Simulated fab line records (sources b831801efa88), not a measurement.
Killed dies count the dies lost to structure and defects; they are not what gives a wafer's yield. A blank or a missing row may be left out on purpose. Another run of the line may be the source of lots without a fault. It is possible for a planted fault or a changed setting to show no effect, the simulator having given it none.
2 desks looking at one fault :: flow sky130 :: numbers are kept per desk, each desk with only its own; the story behind them comes last

== THE METROLOGY DESK ==
What the gauges read, lot by lot, whatever tool the lot ran on: means of the sampled wafers that have a number. Marked OUT: a lot whose mean sits more than 4 standard deviations from the usual mean, which makes it out of limits; the brackets give that distance.
Columns: A = cd_nm at SKY_METAL4_CD_MEAS_13, usual 299.8 nm
lot: L404
first seen here: day 42 04:55
A: 299.3

lot: L405
first seen here: day 42 05:34
A: 298.5

lot: L407
first seen here: day 43 18:16
A: 301.3

lot: L408
first seen here: day 43 21:05
A: 300.4

lot: L409
first seen here: day 43 21:41
A: 299.7

lot: L410
first seen here: day 43 23:24
A: 299.6

lot: L411
first seen here: day 44 03:10
A: 301.6

lot: L414
first seen here: day 45 06:34
A: 299.0

lot: L417
first seen here: day 45 15:51
A: 301.1

lot: L418
first seen here: day 46 08:42
A: 298.7

lot: L421
first seen here: day 46 17:07
A: 300.3

lot: L423
first seen here: day 46 22:34
A: 299.0
Result from this desk: across the 12 lots, nothing is out of limits.

== TOOL OWNER'S DESK, pvd_sputter-03 ==
The tool's own readings at SKY_METAL5_SPUTTER_02 (material AlCu, target thk 1150 nm, time 61.2 s): means of the sampled wafers that have a number, for each lot that ran on this tool. Marked OUT: a lot whose mean sits more than 4 standard deviations from the usual mean, which makes it out of limits; the brackets give that distance.
Columns: A = throttle_valve_pct at SKY_METAL5_SPUTTER_02, usual 30.7 %
lot: L404
first seen here: day 43 06:40
A: 30.6

lot: L407
first seen here: day 44 20:37
A: 31.0

lot: L409
first seen here: day 44 23:22
A: 30.8

lot: L410
first seen here: day 45 01:23
A: 31.2

lot: L414
first seen here: day 46 14:20
A: 30.8

lot: L417
first seen here: day 46 19:26
A: 30.0

lot: L418
first seen here: day 47 10:43
A: 31.4
Result from this desk: across the 7 lots, nothing is out of limits.

== BROUGHT TOGETHER ==
Nothing out of limits was seen by the metrology desk.
The tool owner's desk saw nothing out of limits.

== WHAT WAS PUT IN BY THE SIMULATOR ==
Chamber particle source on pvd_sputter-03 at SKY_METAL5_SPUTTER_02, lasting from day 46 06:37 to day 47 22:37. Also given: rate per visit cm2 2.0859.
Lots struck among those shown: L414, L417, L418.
